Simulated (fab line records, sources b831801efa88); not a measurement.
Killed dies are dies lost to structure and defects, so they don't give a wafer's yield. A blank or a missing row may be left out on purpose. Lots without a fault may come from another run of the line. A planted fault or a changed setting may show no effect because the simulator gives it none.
fab line records | flow sky130
record lots=13 wafers=39 last_day=50
route steps=708 shown VT_ADJUST_NCORE@127 SONOS_TUNNEL@161 GATE_OXIDE@198 POLY_GATE@205 PAD_OPEN@708
lots that met no fault: from a run of the same line without faults
start_h: hours from the record's first day to the start of the lot's first wafer shown | wait_h: hours since the lot's step before | " the same as in the row above | L1.1+2: a row that stands for several wafers | - no value, or no start given | * or withheld: withheld | < > ~ a bound
route shown NAME@n: a module of which the file shows steps, and the number in the route of the first | usual: mean/standard deviation of fault-free wafers | same: alike in all rows | chamber/n: place in a boat | sites: the reading at each site | _std_site: their standard deviation | _edge_site: outer sites' mean less inner sites' | radius_mm: how far each site lies from the wafer's centre | mask NAME#n: copy n | behind: the tool/chamber that last shaped the wafer | hold: why the lot was held/for how many hours/how that ended | device: the transistor (n, p or np) that didn't switch | end of line: the same wafers' tests at the end of the route | a step without rows: its recipe alone | killed: dies lost to structure and defects at the first sort, not the wafer's yield | map: a wafer's dies, x killed, . not, _ none there
set.NAME: the setting as run; set.NAME@STEP: as run at that earlier step | model.NAME: the simulator's own value behind a step, which no gauge read
steps of the route over a sample of lots; a table a step, a row a wafer
services: from which hour (start_h, from the record's first day; less than 0 if before it) a tool's chamber was out of use, for how many hours, and why
## steps
# step SKY_VT_ADJUST_NCORE_OVL_MEAS_08
# usual VT_ADJUST_NCORE_OVL=-0.8/1.5
# columns lot.wafer tool chamber start_h wait_h VT_ADJUST_NCORE_OVL[nm]
L384.2 overlay-01 - 181.13 0.1 0.1
L384.3 " - " " 0.0
L384.4 " - " " 0.2
L386.1 overlay-01 - 192.63 0.1 -2.4
L386.2 " - " " -3.2
L386.6 " - " " -1.6
L387.1 overlay-01 - 195.32 0.1 -1.7
L387.5 " - " " -1.1
L387.6 " - " " -2.1
L388.1 overlay-02 - 202.13 0.1 0.2
L388.2 " - " " 0.5
L388.3 " - " " -0.1
L389.2 overlay-01 - 238.89 0.1 -0.9
L389.5 " - " " 2.4
L389.6 " - " " -1.3
L390.1 overlay-02 - 242.92 0.1 -2.1
L390.3 " - " " -1.4
L390.4 " - " " -1.5
L394.1 overlay-02 - 251.33 0.1 -0.1
L394.3 " - " " -0.7
L394.6 " - " " -0.6
L393.1 overlay-02 - 252.53 0.1 0.0
L393.3 " - " " -1.4
L393.6 " - " " -2.4
L402.3 overlay-02 - 319.69 0.1 -0.5
L402.4 " - " " -2.8
L402.5 " - " " 0.8
L403.2 overlay-02 - 334.32 0.1 -0.6
L403.3 " - " " -1.1
L403.4 " - " " -0.3
L404.1 overlay-02 - 342.32 0.1 -1.3
L404.4 " - " " -2.2
L404.5 " - " " -0.6
L405.3 overlay-01 - 345.63 0.1 -2.5
L405.4 " - " " -1.1
L405.5 " - " " -2.2
L407.1 overlay-01 - 350.58 0.1 -1.8
L407.2 " - " " -0.5
L407.3 " - " " 1.6
# step SKY_SONOS_TUNNEL_CD_MEAS_07
# recipe target_cd_nm=410
# usual cd_nm=410.0/2.4
# columns lot.wafer tool chamber start_h wait_h cd_nm
L384.2 cd_sem-01 - 249.03 0.1 407.9
L384.3 " - " " 405.8
L384.4 " - " " 406.2
L386.1 cd_sem-01 - 262.31 0.1 409.9
L386.2 " - " " 410.0
L386.6 " - " " 411.9
L387.1 cd_sem-02 - 264.77 0.1 408.1
L387.5 " - " " 410.3
L387.6 " - " " 408.8
L388.1 cd_sem-01 - 272.21 0.1 414.5
L388.2 " - " " 412.7
L388.3 " - " " 410.6
L389.2 cd_sem-02 - 313.38 0.1 409.6
L389.5 " - " " 411.4
L389.6 " - " " 410.0
L390.1 cd_sem-02 - 318.66 0.1 408.6
L390.3 " - " " 407.8
L390.4 " - " " 408.4
L394.1 cd_sem-02 - 328.66 0.1 404.8
L394.3 " - " " 406.2
L394.6 " - " " 406.0
L393.1 cd_sem-02 - 329.66 0.1 410.2
L393.3 " - " " 409.6
L393.6 " - " " 410.8
L402.3 cd_sem-02 - 403.65 0.1 409.3
L402.4 " - " " 408.2
L402.5 " - " " 411.1
L403.2 cd_sem-01 - 419.19 0.1 406.9
L403.3 " - " " 410.0
L403.4 " - " " 408.9
L404.1 cd_sem-01 - 428.41 0.1 406.4
L404.4 " - " " 406.3
L404.5 " - " " 406.6
L405.3 cd_sem-01 - 432.80 0.1 409.4
L405.4 " - " " 411.1
L405.5 " - " " 411.1
L407.1 cd_sem-02 - 438.16 0.1 411.7
L407.2 " - " " 412.3
L407.3 " - " " 411.0
# step SKY_GATE_OXIDE_IMPLANT_11
# recipe species=B energy_kev=9.838 dose_cm2=2.6e+12 tilt_deg=withheld
# usual dose_ions_cm2=2.5999e+12/2.7e+09 faraday_current_uA=14.59/0.28
# columns lot.wafer tool chamber start_h wait_h dose_ions_cm2 faraday_current_uA
L384.2 implanter-03 0 306.48 0.0 2.6001e+12 14.26
L384.3 " 0 " " 2.5976e+12 14.36
L384.4 " 0 " " 2.5966e+12 15.07
L386.1 implanter-02 0 320.21 0.0 2.6009e+12 15.39
L386.2 " 0 " " 2.601e+12 14.35
L386.6 " 0 " " 2.6047e+12 14.61
L387.1 implanter-04 0 325.03 0.0 2.6016e+12 14.78
L387.5 " 0 " " 2.6006e+12 13.96
L387.6 " 0 " " 2.5967e+12 15.16
L388.1 implanter-04 0 332.06 0.0 2.6022e+12 14.46
L388.2 " 0 " " 2.5979e+12 14.23
L388.3 " 0 " " 2.5964e+12 14.82
L389.2 implanter-04 0 374.33 0.0 2.598e+12 14.80
L389.5 " 0 " " 2.6027e+12 14.70
L389.6 " 0 " " 2.5954e+12 15.00
L390.1 implanter-03 0 381.31 0.0 2.5995e+12 14.79
L390.3 " 0 " " 2.5973e+12 14.51
L390.4 " 0 " " 2.5979e+12 14.34
L394.1 implanter-04 0 389.70 0.0 1.6256e+12 9.04
L394.3 " 0 " " 1.6268e+12 9.42
L394.6 " 0 " " 1.6227e+12 8.99
L393.1 implanter-04 0 393.93 0.0 1.6241e+12 9.11
L393.3 " 0 " " 1.6242e+12 9.03
L393.6 " 0 " " 1.6204e+12 8.95
L402.3 implanter-03 0 472.99 0.1 2.602e+12 14.97
L402.4 " 0 " " 2.5974e+12 14.54
L402.5 " 0 " " 2.6041e+12 14.31
L403.2 implanter-04 0 493.58 0.0 2.6012e+12 14.33
L403.3 " 0 " " 2.6e+12 14.27
L403.4 " 0 " " 2.5987e+12 14.57
L404.1 implanter-02 0 503.23 0.0 2.6036e+12 14.58
L404.4 " 0 " " 2.6033e+12 14.11
L404.5 " 0 " " 2.6033e+12 13.96
L405.3 implanter-03 0 503.34 0.1 2.5933e+12 14.83
L405.4 " 0 " " 2.5996e+12 14.90
L405.5 " 0 " " 2.5996e+12 14.41
L407.1 implanter-04 0 515.94 0.0 2.5994e+12 14.60
L407.2 " 0 " " 2.5987e+12 14.96
L407.3 " 0 " " 2.5988e+12 14.63
# step SKY_GATE_OXIDE_TW_MEAS_14
# usual GATE_OXIDE_TW=223.1/1
# columns lot.wafer tool chamber start_h wait_h GATE_OXIDE_TW
L384.2 film_metro-02 - 306.82 0.1 223.3
L384.3 " - " " 224.3
L384.4 " - " " 224.3
L386.1 film_metro-02 - 320.56 0.1 222.9
L386.2 " - " " 224.4
L386.6 " - " " 224.5
L387.1 film_metro-01 - 325.39 0.1 222.4
L387.5 " - " " 222.5
L387.6 " - " " 221.8
L388.1 film_metro-01 - 332.41 0.1 222.4
L388.2 " - " " 222.3
L388.3 " - " " 221.4
L389.2 film_metro-02 - 374.67 0.1 223.5
L389.5 " - " " 222.6
L389.6 " - " " 224.3
L390.1 film_metro-01 - 381.66 0.1 223.4
L390.3 " - " " 221.8
L390.4 " - " " 223.0
L394.1 film_metro-02 - 390.05 0.1 198.3
L394.3 " - " " 197.5
L394.6 " - " " 197.0
L393.1 film_metro-01 - 394.29 0.1 195.4
L393.3 " - " " 195.1
L393.6 " - " " 196.4
L402.3 film_metro-01 - 473.32 0.1 223.5
L402.4 " - " " 224.3
L402.5 " - " " 222.8
L403.2 film_metro-03 - 493.92 0.1 221.2
L403.3 " - " " 223.0
L403.4 " - " " 223.6
L404.1 film_metro-02 - 503.59 0.1 224.4
L404.4 " - " " 224.7
L404.5 " - " " 223.3
L405.3 film_metro-03 - 503.68 0.1 222.5
L405.4 " - " " 222.1
L405.5 " - " " 222.5
L407.1 film_metro-01 - 516.30 0.1 224.0
L407.2 " - " " 222.8
L407.3 " - " " 221.5
# step SKY_POLY_GATE_THK_MEAS_01
# recipe reads=poly-Si_of_POLY_GATE_CVD_00
# usual POLY_GATE_CVD_00_THK=179.2/1.8
# columns lot.wafer tool chamber start_h wait_h POLY_GATE_CVD_00_THK[nm]
L384.2 film_metro-04 - 311.47 0.0 182.6
L384.3 " - " " 182.3
L384.4 " - " " 182.3
L386.1 film_metro-02 - 324.55 0.0 180.4
L386.2 " - " " 179.3
L386.6 " - " " 179.5
L387.1 film_metro-03 - 328.99 0.0 179.0
L387.5 " - " " 180.7
L387.6 " - " " 179.6
L388.1 film_metro-04 - 336.10 0.0 180.7
L388.2 " - " " 181.7
L388.3 " - " " 180.7
L389.2 film_metro-04 - 378.66 0.0 180.4
L389.5 " - " " 180.9
L389.6 " - " " 180.2
L390.1 film_metro-02 - 385.56 0.0 182.8
L390.3 " - " " 181.5
L390.4 " - " " 180.6
L394.1 film_metro-04 - 394.33 0.0 178.4
L394.3 " - " " 178.7
L394.6 " - " " 178.4
L393.1 film_metro-02 - 397.25 0.0 179.7
L393.3 " - " " 179.6
L393.6 " - " " 181.4
L402.3 film_metro-04 - 480.34 0.0 180.5
L402.4 " - " " 179.9
L402.5 " - " " 179.9
L403.2 film_metro-04 - 496.76 0.0 180.2
L403.3 " - " " 179.8
L403.4 " - " " 179.7
L404.1 film_metro-03 - 507.03 0.0 177.1
L404.4 " - " " 176.1
L404.5 " - " " 178.3
L405.3 film_metro-03 - 508.85 0.0 176.7
L405.4 " - " " 176.4
L405.5 " - " " 176.2
L407.1 film_metro-04 - 520.01 0.0 174.6
L407.2 " - " " 173.6
L407.3 " - " " 175.4
# step SKY_PAD_OPEN_PROBE_99
# usual killed_at_M0_to_M3=44/7.2 killed_at_M4_up=3.0/1.8 killed_at_contacts=24/5.4 killed_at_front_end=14/4.4 killed_at_other=0.4/0.64 killed_dies=86/9.4 killed_open=47/7.7 killed_short=39/5.8
# same gross_dies=492 killed_at_back_side=0
# columns lot.wafer tool chamber start_h wait_h killed_at_M0_to_M3 killed_at_M4_up killed_at_contacts killed_at_front_end killed_at_other killed_dies killed_open killed_short
L384.2 prober-02 - 1066.16 0.1 50 2 23 21 1 97 53 43
L384.3 prober-02 - 1066.21 0.2 38 6 22 9 0 75 39 36
L384.4 prober-02 - 1066.26 0.2 42 0 27 10 0 79 39 40
L388.1 prober-02 - 1089.41 0.1 42 1 20 21 1 85 41 44
L388.2 prober-02 - 1089.46 0.1 44 1 31 11 0 87 52 35
L388.3 prober-02 - 1089.51 0.2 57 2 39 13 0 111 52 59
L390.1 prober-01 - 1129.11 0.1 46 4 27 12 0 89 54 35
L390.3 prober-01 - 1129.21 0.2 44 5 25 13 0 87 45 42
L390.4 prober-01 - 1129.26 0.2 77 3 19 15 0 114 66 48
L402.3 prober-02 - 1185.34 0.2 46 5 25 14 0 90 50 40
L402.4 prober-02 - 1185.39 0.2 41 5 26 19 1 92 48 44
L402.5 prober-02 - 1185.44 0.2 35 4 35 13 0 87 45 42
L403.2 prober-01 - 1191.38 0.1 53 5 18 17 0 93 43 50
L403.3 prober-01 - 1191.43 0.2 40 3 18 15 1 77 42 35
L403.4 prober-01 - 1191.48 0.2 45 4 14 14 0 77 41 36
L404.1 prober-01 - 1192.42 0.1 43 5 17 12 0 77 41 36
L404.4 prober-01 - 1192.57 0.2 41 3 26 14 0 84 42 42
L404.5 prober-01 - 1192.62 0.2 34 8 21 17 1 81 43 37
L405.3 prober-02 - 1201.43 0.2 32 2 23 12 0 69 34 35
L405.4 prober-02 - 1201.48 0.2 32 6 15 16 0 69 36 33
L405.5 prober-02 - 1201.53 0.2 37 3 22 25 0 87 43 43
L407.1 prober-01 - 1210.79 0.1 49 2 36 16 0 103 60 43
L407.2 prober-01 - 1210.84 0.1 44 0 22 7 0 73 41 32
L407.3 prober-01 - 1210.89 0.2 52 5 22 14 0 93 47 46
# killed by level:class
L384.2 VIA3:geometric_particle:open=11 CONTACT:geometric_particle:open=9 VIA1:geometric_particle:open=8 CONTACT:geometric_particle:short=7 METAL2:geometric_particle:short=7 FIELD_ISO:geometric_particle:open=6 POLY_GATE:geometric_particle:short=5 VIA2:geometric_particle:short=5
L384.3 VIA1:geometric_particle:open=8 CONTACT:geometric_particle:open=7 LI_CONTACT:geometric_particle:open=7 METAL2:geometric_particle:short=7 VIA2:geometric_particle:open=5 METAL4:geometric_particle:short=4 FIELD_ISO:geometric_particle:short=3 METAL3:geometric_particle:short=3
L384.4 VIA3:geometric_particle:open=10 VIA1:geometric_particle:open=8 LOCAL_INTERCONNECT:geometric_particle:short=7 LI_CONTACT:geometric_particle:open=6 CONTACT:geometric_particle:open=6 CONTACT:geometric_particle:short=5 VIA1:geometric_particle:short=5 VIA2:geometric_particle:open=5
L388.1 VIA1:geometric_particle:open=12 FIELD_ISO:geometric_particle:short=9 LI_CONTACT:geometric_particle:open=7 METAL1:geometric_particle:short=7 METAL2:geometric_particle:short=5 VIA2:geometric_particle:open=5 FIELD_ISO:geometric_particle:open=4 POLY_GATE:geometric_particle:short=4
L388.2 VIA3:geometric_particle:open=10 LI_CONTACT:geometric_particle:open=9 CONTACT:geometric_particle:open=9 VIA2:geometric_particle:open=8 VIA1:geometric_particle:open=7 METAL1:geometric_particle:short=6 CONTACT:geometric_particle:short=6 LI_CONTACT:geometric_particle:short=4
L388.3 VIA1:geometric_particle:open=15 LI_CONTACT:geometric_particle:open=12 METAL2:geometric_particle:short=11 CONTACT:geometric_particle:open=9 CONTACT:geometric_particle:short=7 METAL3:geometric_particle:short=6 METAL1:geometric_particle:short=6 LOCAL_INTERCONNECT:geometric_particle:short=5
L390.1 VIA3:geometric_particle:open=10 VIA1:geometric_particle:open=8 LI_CONTACT:geometric_particle:open=7 CONTACT:geometric_particle:open=6 METAL1:geometric_particle:short=6 VIA2:geometric_particle:open=5 LOCAL_INTERCONNECT:geometric_particle:open=4 LOCAL_INTERCONNECT:geometric_particle:short=4
L390.3 VIA1:geometric_particle:open=12 CONTACT:geometric_particle:open=7 METAL2:geometric_particle:short=7 LOCAL_INTERCONNECT:geometric_particle:short=5 CONTACT:geometric_particle:short=5 METAL1:geometric_particle:short=5 METAL4:geometric_particle:short=5 POLY_GATE:geometric_particle:open=4
L390.4 VIA1:geometric_particle:open=18 VIA3:geometric_particle:open=10 METAL2:geometric_particle:short=9 METAL1:geometric_particle:short=8 VIA2:geometric_particle:open=8 VIA1:geometric_particle:short=7 CONTACT:geometric_particle:open=6 METAL2:geometric_particle:open=5
L402.3 LI_CONTACT:geometric_particle:open=13 VIA2:geometric_particle:open=8 VIA1:geometric_particle:open=8 CONTACT:geometric_particle:open=6 POLY_GATE:geometric_particle:open=5 METAL1:geometric_particle:short=5 METAL2:geometric_particle:short=5 VIA3:geometric_particle:short=5
L402.4 VIA2:geometric_particle:open=8 LI_CONTACT:geometric_particle:open=8 VIA3:geometric_particle:open=8 POLY_GATE:geometric_particle:short=7 CONTACT:geometric_particle:open=6 VIA1:geometric_particle:open=6 METAL1:geometric_particle:short=5 METAL4:geometric_particle:short=5
L402.5 CONTACT:geometric_particle:open=16 VIA1:geometric_particle:open=12 LI_CONTACT:geometric_particle:open=8 FIELD_ISO:geometric_particle:short=7 METAL2:geometric_particle:short=7 LI_CONTACT:geometric_particle:short=5 LOCAL_INTERCONNECT:geometric_particle:short=5 VIA1:geometric_particle:short=4
L403.2 VIA1:geometric_particle:open=9 METAL2:geometric_particle:short=7 VIA1:geometric_particle:short=7 CONTACT:geometric_particle:open=7 FIELD_ISO:geometric_particle:short=6 VIA3:geometric_particle:open=6 METAL1:geometric_particle:short=5 METAL3:geometric_particle:short=5
L403.3 VIA2:geometric_particle:open=10 CONTACT:geometric_particle:open=7 VIA1:geometric_particle:open=7 LI_CONTACT:geometric_particle:open=6 FIELD_ISO:geometric_particle:short=5 POLY_GATE:geometric_particle:short=5 VIA1:geometric_particle:short=5 METAL1:geometric_particle:short=4
L403.4 VIA1:geometric_particle:open=9 CONTACT:geometric_particle:open=8 VIA1:geometric_particle:short=6 VIA2:geometric_particle:open=6 POLY_GATE:geometric_particle:open=5 METAL1:geometric_particle:short=5 LOCAL_INTERCONNECT:geometric_particle:short=4 METAL2:geometric_particle:short=4
L404.1 VIA1:geometric_particle:open=13 CONTACT:geometric_particle:open=6 METAL1:geometric_particle:short=6 VIA2:geometric_particle:open=6 LI_CONTACT:geometric_particle:open=5 METAL2:geometric_particle:short=5 METAL4:geometric_particle:short=5 POLY_GATE:geometric_particle:short=4
L404.4 VIA1:geometric_particle:open=13 LOCAL_INTERCONNECT:geometric_particle:short=7 VIA3:geometric_particle:open=7 CONTACT:geometric_particle:open=6 METAL2:geometric_particle:short=6 LI_CONTACT:geometric_particle:open=5 LI_CONTACT:geometric_particle:short=4 CONTACT:geometric_particle:short=4
L404.5 LI_CONTACT:geometric_particle:open=9 VIA1:geometric_particle:open=9 VIA2:geometric_particle:open=8 FIELD_ISO:geometric_particle:short=7 METAL4:geometric_particle:short=7 LOCAL_INTERCONNECT:geometric_particle:short=5 FIELD_ISO:geometric_particle:open=4 CONTACT:geometric_particle:open=4
L405.3 LI_CONTACT:geometric_particle:open=9 FIELD_ISO:geometric_particle:short=7 CONTACT:geometric_particle:open=7 METAL1:geometric_particle:short=6 VIA2:geometric_particle:open=6 METAL2:geometric_particle:short=4 VIA3:geometric_particle:open=4 VIA1:geometric_particle:open=3
L405.4 METAL1:geometric_particle:short=7 LI_CONTACT:geometric_particle:open=6 VIA3:geometric_particle:open=6 VIA1:geometric_particle:short=5 VIA1:geometric_particle:open=5 POLY_GATE:geometric_particle:open=4 FIELD_ISO:geometric_particle:open=3 METAL2:geometric_particle:short=3
L405.5 VIA1:geometric_particle:open=8 FIELD_ISO:geometric_particle:short=6 POLY_GATE:geometric_particle:short=6 LI_CONTACT:geometric_particle:open=6 CONTACT:geometric_particle:open=6 POLY_GATE:geometric_particle:open=5 LOCAL_INTERCONNECT:geometric_particle:short=5 METAL1:geometric_particle:short=5
L407.1 CONTACT:geometric_particle:open=12 VIA1:geometric_particle:open=12 VIA3:geometric_particle:open=10 VIA1:geometric_particle:short=9 FIELD_ISO:geometric_particle:open=7 LI_CONTACT:geometric_particle:open=7 LI_CONTACT:geometric_particle:short=6 METAL2:geometric_particle:short=6
L407.2 CONTACT:geometric_particle:open=9 VIA1:geometric_particle:open=9 LI_CONTACT:geometric_particle:open=6 METAL1:geometric_particle:short=6 VIA1:geometric_particle:short=6 CONTACT:geometric_particle:short=5 VIA2:geometric_particle:open=5 VIA3:geometric_particle:open=5
L407.3 VIA1:geometric_particle:open=15 VIA2:geometric_particle:open=8 CONTACT:geometric_particle:short=7 VIA3:geometric_particle:open=7 LOCAL_INTERCONNECT:geometric_particle:short=5 CONTACT:geometric_particle:open=5 METAL3:geometric_particle:short=5 FIELD_ISO:geometric_particle:short=4
## services
# columns tool chamber start_h hours kind
implanter-02 - 288.02 7.9 repair
implanter-03 - 306.61 3.5 pm
implanter-03 - 346.06 2.9 repair
implanter-04 - 396.79 2.3 repair
implanter-02 - 406.21 10.9 pm
implanter-03 - 407.28 0.8 repair
implanter-03 - 433.33 6.9 repair
implanter-03 - 469.23 0.6 repair
implanter-04 - 495.56 18.3 pm
## key
first_sign step=SKY_GATE_OXIDE_IMPLANT_11 reading=dose_ions_cm2 direction=down sigmas=99+ usual=* struck=*
effect step=SKY_GATE_OXIDE_IMPLANT_11 reading=faraday_current_uA direction=down sigmas=19 usual=14.59 struck=9.09
effect step=SKY_GATE_OXIDE_TW_MEAS_14 reading=GATE_OXIDE_TW direction=down sigmas=26 usual=223.1 struck=196.6
met_at SKY_GATE_OXIDE_IMPLANT_11
struck_lots L393,L394
tester_left_out L393,L394
not_acting_at SKY_VT_ADJUST_NCORE_OVL_MEAS_08,SKY_SONOS_TUNNEL_CD_MEAS_07,SKY_POLY_GATE_THK_MEAS_01
onset_between 374.33 389.70
fault kind=process_parameter_drift tool=implanter-04 chamber=- onset_h=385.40 steps=SKY_GATE_OXIDE_IMPLANT_11 channel=dose_cm2 offset=* shape=step end_h=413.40 acts_in=* stated=*
# tester_left_out: of these lots the tester's yield and bins aren't shown, on N5 and GAA mostly nor the transistor test; their killed dies are dies lost to structure and defects alone, not to doping, threshold or leakage, so they don't give the yield
